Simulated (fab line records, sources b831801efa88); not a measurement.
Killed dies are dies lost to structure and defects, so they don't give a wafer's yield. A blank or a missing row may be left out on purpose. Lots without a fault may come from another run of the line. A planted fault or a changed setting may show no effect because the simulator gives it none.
Which tool did it? | flow gf180mcu | 6 lots, 18 wafers sampled, at 2 steps of a route of 602

WHAT THE GAUGES READ, wafer by wafer
GF_V1_THK_MEAS_03.
lot  | measured     | on            | V1_CVD_02_THK (nm)
L641 | day 18 09:38 | film_metro-04 | 829 855 852
L644 | day 19 14:47 | film_metro-02 | 836 820 848
L646 | day 20 10:56 | film_metro-02 | 842 833 840
L657 | day 24 12:31 | film_metro-02 | 862 847 848
L659 | day 24 23:20 | film_metro-03 | 927 950 955
L661 | day 25 16:47 | film_metro-02 | 829 829 853

WHICH TOOL RAN EACH LOT (tool, then ch and the chambers of the sampled wafers, then the start)
lot  | GF_V1_CVD_02
L641 | pecvd-02 ch 0,1,2, day 18 09:34
L644 | pecvd-04 ch 0,1, day 19 14:43
L646 | pecvd-02 ch 0,1,2, day 20 10:52
L657 | pecvd-04 ch 0,1,2, day 24 12:26
L659 | pecvd-02 ch 1,2, day 24 23:14
L661 | pecvd-01 ch 1,2, day 25 16:43
- GF_V1_CVD_02: deposits SiO2 from TEOS, target thk 850 nm, time 94.851 s.

THE ANSWER, worked out from the rows above alone
Rule: what is usual is taken from the lots themselves. Put in order of their means at a reading, lots are off if they are a third of the lots or fewer, leave a main group of 4 or more, and stand apart from it by a gap of 3 or more times the standard deviation of the main group's means; of several such gaps the widest counts. A main group whose means are all the same, to the digits that the tables above print for the reading, isn't used. A lot without any number at a reading at which 4 lots or more have one is off too. The other lots that the step has rows for count as sound.
Off: L659, at GF_V1_THK_MEAS_03 (V1_CVD_02_THK). The main group: mean 842 nm, standard deviation 6.5.
A tool fits if, at a process step before that reading, it ran every lot that is off, and no sound lot after the first of them. The gauges at GF_V1_THK_MEAS_03 are tried like those tools. Can't be told from this: 2 tools fit, pecvd-02 at GF_V1_CVD_02, film_metro-03 at GF_V1_THK_MEAS_03.

WHAT THE SIMULATOR HAD PUT IN
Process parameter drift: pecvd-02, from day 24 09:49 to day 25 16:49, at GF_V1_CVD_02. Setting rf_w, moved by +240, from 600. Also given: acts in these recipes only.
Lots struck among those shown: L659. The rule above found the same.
